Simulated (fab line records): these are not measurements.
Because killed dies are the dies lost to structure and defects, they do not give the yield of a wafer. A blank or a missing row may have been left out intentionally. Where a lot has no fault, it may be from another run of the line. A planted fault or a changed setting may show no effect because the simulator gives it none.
A struck lot beside a sound one | flow sfq line | 14 out of 325 route steps
Sound: the wafers L238.3, L238.4, L238.6. Struck: wafers L240.4, L240.5. (L240.3 of the same lot was not struck and is left out.) The cause comes at the end.
For every step that has rows: the tool of each side, followed by ch and its chambers, followed by its first start. Under that, the readings that differ: sound wafers | struck wafers | difference of the means | sigmas: that difference in standard deviations of wafers without a fault.
alike: words and numbers the same on both sides, and readings whose means are apart by under 2 such deviations; not compared: readings that were withheld, readings missing a value for some wafer, numbers with overlapping values and no deviation given by the record, and bounds like >300 which may hide the same value.
A row with sigmas, a row that says differs or no value, or rows on one side alone: a step with any of these is where the two part. When numbers do not overlap yet have no deviation, they are printed without sigmas and do not part them. A reading that every wafer of one side lacks parts them only if that side has two wafers or more.

first, 2 steps without rows for these wafers: SFQ_TRILAYER_I3_VIA_STRIP_SOLV_CLEAN_090 (cleans in NMP, time 600 s); SFQ_TRILAYER_M4_DEP_PRE_CLEAN_092 (time 22.5 s).
SFQ_TRILAYER_M4_DEP_SPUTTER_091: material Nb, target thk 200 nm, time 133.3 s.
  struck on pvd sputter-03, day 51 20:16; sound on pvd sputter-03, day 51 14:14
  alike: cathode dc power W, throttle valve pct
SFQ_M4_RS_MEAS_924: uses a four-point probe to measure.
  struck on film metro-03, day 51 20:23; sound on film metro-01, day 51 14:22
  alike: M4_NB_RS
then, 6 steps without rows for these wafers: SFQ_TRILAYER_M4_LITHO_COAT_098 (resist thk 62 nm); SFQ_TRILAYER_M4_LITHO_COAT_093 (resist thk 600 nm); SFQ_TRILAYER_M4_LITHO_SOFTBAKE_097; SFQ_TRILAYER_M4_LITHO_EXPOSE_094 (exposes mask M4, target cd 500 nm); SFQ_TRILAYER_M4_LITHO_PEB_096 (peb time 60 s); SFQ_TRILAYER_M4_LITHO_DEVELOP_095 (time 60 s).
-- the record jumps here: 5 days lie between the struck wafers' starts before and after --
SFQ_M4_OVL_MEAS_926:
  struck on overlay-02, day 57 01:30; sound on overlay-01, day 56 17:06
  alike: M4_OVL
SFQ_TRILAYER_M4_BARC_OPEN_METAL_ETCH_123: etches BARC in O2, target depth 125 nm, time 41.7 s.
  sound on rie metal-02 ch 0,1, day 56 17:09; struck on rie metal-03 ch 0,1, day 57 01:33
  reading                                             | sound             | struck      | difference                    | sigmas
  bias w (W)                                          | 79.80 80.00 79.95 | - -         | no value on the struck wafers |
  oes product au (a.u.)                               | 0.679 0.688 0.681 | 0.873 0.861 | +0.184                        | +44
  run length s (s)                                    | 69.7 70.0 70.4    | 59.2 59.1   | -10.9                         | -35
  model.KrF_of_TRILAYER_M4_LITHO_COAT_093.thk nm (nm) | 524.9 523.4 524.2 | 539.9 538.2 | +14.9                         |
  alike: drypump motor current A
  not compared: rf hours counter h
SFQ_TRILAYER_M4_ETCH_METAL_ETCH_096: etches Nb in Cl2/Ar, stops on SiO2, target depth 240 nm, time 120 s.
  sound on rie metal-02 ch 0,1, day 56 17:14; struck on rie metal-03 ch 0,1, day 57 01:38
  reading                                             | sound             | struck      | difference | sigmas
  oes product au (a.u.)                               | 0.899 0.898 0.906 | 0.883 0.888 | -0.016     | -2
  model.KrF_of_TRILAYER_M4_LITHO_COAT_093.thk nm (nm) | 384.3 382.2 382.2 | 397.5 398.3 | +15.0      |
  alike: bias w, drypump motor current A, run length s
  not compared: rf hours counter h
SFQ_TRILAYER_M4_STRIP_STRIP_097: strips in O2.
  sound on rie metal-02 ch 0,1, day 56 17:31; struck on rie metal-03 ch 0,1, day 57 01:55
  alike: drypump motor current A, oes product au
  not compared: rf hours counter h

## WHERE THEY PART
Last at SFQ_TRILAYER_M4_ETCH_METAL_ETCH_096 as far as this record goes, first at SFQ_TRILAYER_M4_BARC_OPEN_METAL_ETCH_123. Later steps at which nothing parts them and some readings are alike: SFQ_TRILAYER_M4_STRIP_STRIP_097.

WHY: what had been put in by the simulator
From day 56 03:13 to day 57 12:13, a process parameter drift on rie metal-03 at SFQ_TRILAYER_M4_BARC_OPEN_METAL_ETCH_123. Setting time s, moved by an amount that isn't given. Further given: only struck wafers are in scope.
